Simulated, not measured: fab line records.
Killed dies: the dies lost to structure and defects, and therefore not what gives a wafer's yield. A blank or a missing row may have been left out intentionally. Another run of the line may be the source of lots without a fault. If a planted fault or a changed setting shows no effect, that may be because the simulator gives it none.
Matching of chambers / flow gf180mcu / GF_V3_CMP_26 on cmp-01: 4 sister chambers
The step polishes, stops on SiO2, t overpolish 15 s, target thk 0 nm. 8 wafers are shown with their chamber, then 8 later ones without.

## WAFERS WITH THEIR CHAMBER
wafer=L241.3; chamber=2; motorCurrentA (A)=13.2; timeToEndpointS (s)=80
wafer=L252.3; chamber=3; motorCurrentA (A)=10.1; timeToEndpointS (s)=84
wafer=L252.6; chamber=1; motorCurrentA (A)=11.2; timeToEndpointS (s)=85
wafer=L253.2; chamber=0; motorCurrentA (A)=9.9; timeToEndpointS (s)=82
wafer=L253.5; chamber=3; motorCurrentA (A)=10.3; timeToEndpointS (s)=84
wafer=L253.6; chamber=0; motorCurrentA (A)=9.8; timeToEndpointS (s)=82
wafer=L256.2; chamber=2; motorCurrentA (A)=13.6; timeToEndpointS (s)=82
wafer=L256.3; chamber=1; motorCurrentA (A)=11.6; timeToEndpointS (s)=81

## WAFERS WHOSE CHAMBER IS MISSING
wafer=L256.6; motorCurrentA (A)=11.5; timeToEndpointS (s)=83
wafer=L258.2; motorCurrentA (A)=11.5; timeToEndpointS (s)=86
wafer=L258.5; motorCurrentA (A)=13.4; timeToEndpointS (s)=86
wafer=L258.6; motorCurrentA (A)=11.0; timeToEndpointS (s)=87
wafer=L260.1; motorCurrentA (A)=11.2; timeToEndpointS (s)=90
wafer=L260.4; motorCurrentA (A)=10.3; timeToEndpointS (s)=84
wafer=L262.4; motorCurrentA (A)=10.7; timeToEndpointS (s)=80
wafer=L262.5; motorCurrentA (A)=10.7; timeToEndpointS (s)=78

## CHAMBER TAKEN BY EACH
wafer=L256.6; from the rows above=1; in truth=1
wafer=L258.2; from the rows above=1; in truth=1
wafer=L258.5; from the rows above=2; in truth=2
wafer=L258.6; from the rows above=can't be placed: 1 or 3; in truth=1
wafer=L260.1; from the rows above=can't be placed: 1 or 3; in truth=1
wafer=L260.4; from the rows above=can't be placed: 3 or 0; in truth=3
wafer=L262.4; from the rows above=can't be placed: 3 or 1 or 0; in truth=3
wafer=L262.5; from the rows above=can't be placed: 3 or 1 or 0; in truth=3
Correctly placed: 3 of 8. Not placeable from these rows: 5 (in 5, the candidates include the true chamber). Wrongly placed: 0.
How it was worked out, from the rows above alone: a wafer's distance from a chamber is the root of the sum, over the readings, of the square of ((its reading less the chamber's mean) divided by the reading's scatter). If the next closest chamber is less than 2 further off than the closest, the wafer can't be placed; otherwise it belongs to the closest. Each chamber's mean is taken over the wafers shown for it. The scatter: the root of (the sum of the squares of (reading less its chamber's mean) over the shown wafers, divided by (wafers less chambers)).
